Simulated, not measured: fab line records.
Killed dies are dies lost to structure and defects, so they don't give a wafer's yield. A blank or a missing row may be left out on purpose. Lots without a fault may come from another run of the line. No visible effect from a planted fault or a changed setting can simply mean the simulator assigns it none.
What tool caused it? + flow sky130 + 30 wafers from 10 lots sampled at 3 of the route's 708 steps

## WHAT THE GAUGES READ, wafer by wafer
SKY_LI_CONTACT_RS_MEAS_22: the measuring method here is four-point-probe.
| lot  | measured     | on            | LI_CONTACT_W_RS (ohm/sq)            |
|------|--------------|---------------|-------------------------------------|
| L814 | day 29 04:02 | film metro-01 | 0.284 0.286 0.283                   |
| L815 | day 30 01:07 | film metro-04 | 0.297 0.293 0.293                   |
| L822 | day 32 07:10 | film metro-02 | 0.259 0.259 0.293 0.260 0.260 0.293 |
| L825 | day 33 07:02 | film metro-04 | 0.291 0.258 0.255 0.291 0.258 0.255 |
| L831 | day 36 04:18 | film metro-02 | 0.288 0.292 0.286                   |
| L832 | day 36 09:35 | film metro-02 | 0.289 0.291 0.288                   |
| L833 | day 36 15:17 | film metro-02 | 0.290 0.288 0.290                   |
| L834 | day 36 18:13 | film metro-02 | 0.285 0.288 0.290                   |
| L835 | day 37 01:54 | film metro-01 | 0.291 0.294 0.288                   |
| L837 | day 37 04:59 | film metro-02 | 0.288 0.286 0.288                   |

## WHAT TOOL EACH LOT RAN ON (gives the tool, then ch and the chambers of the sampled wafers, and finally the start)
| lot  | SKY_SD_N_RTA_14                  | SKY_LI_CONTACT_CVD_21         |
|------|----------------------------------|-------------------------------|
| L814 | rtp anneal-01 ch 0, day 27 20:14 | cvd w-02 ch 0,1, day 29 03:55 |
| L815 | rtp anneal-02 ch 0, day 28 18:51 | cvd w-01 ch 0,1, day 30 00:59 |
| L822 | rtp anneal-01 ch 0, day 31 01:35 | cvd w-01 ch 1, day 32 07:01   |
| L825 | rtp anneal-01 ch 0, day 31 23:57 | cvd w-01 ch 0,1, day 33 06:54 |
| L831 | rtp anneal-02 ch 0, day 35 00:22 | cvd w-02 ch 1, day 36 04:03   |
| L832 | rtp anneal-02 ch 0, day 35 04:45 | cvd w-02 ch 1, day 36 09:20   |
| L833 | rtp anneal-01 ch 0, day 35 10:52 | cvd w-02 ch 1, day 36 15:02   |
| L834 | rtp anneal-02 ch 0, day 35 14:27 | cvd w-02 ch 0,1, day 36 18:04 |
| L835 | rtp anneal-02 ch 0, day 35 22:02 | cvd w-01 ch 0,1, day 37 01:46 |
| L837 | rtp anneal-01 ch 0, day 36 01:25 | cvd w-02 ch 1, day 37 04:50   |
- SKY_SD_N_RTA_14: time 2 s.
- SKY_LI_CONTACT_CVD_21: deposits W, target thk 400 nm, time 120.56 s.

## THE ANSWER, worked out from the rows above alone
Rule: the lots themselves supply what counts as usual. The widest of any qualifying gaps counts: lots, ordered by their means at a reading, are off when they make up no more than a third of the lots, leave a main group of 4 or more, and stand apart from it by 3 or more times the standard deviation of that group's means. A main group is skipped when, at the precision printed for the reading in the tables above, its means are all equal. A lot without any number at a reading at which 4 lots or more have one is off too. Where the step has rows for the other lots, those lots are counted as sound.
Off: at SKY_LI_CONTACT_RS_MEAS_22 (LI_CONTACT_W_RS), L822, L825. Main group: mean 0.289 ohm/sq, sd 0.0027.
A tool fits if, at a process step before that reading, it ran every lot that is off, and no sound lot after the first of them. Gauges at SKY_LI_CONTACT_RS_MEAS_22: tried the same way as those tools. No candidate that was tried fits.

## WHAT WAS PUT IN BY THE SIMULATOR
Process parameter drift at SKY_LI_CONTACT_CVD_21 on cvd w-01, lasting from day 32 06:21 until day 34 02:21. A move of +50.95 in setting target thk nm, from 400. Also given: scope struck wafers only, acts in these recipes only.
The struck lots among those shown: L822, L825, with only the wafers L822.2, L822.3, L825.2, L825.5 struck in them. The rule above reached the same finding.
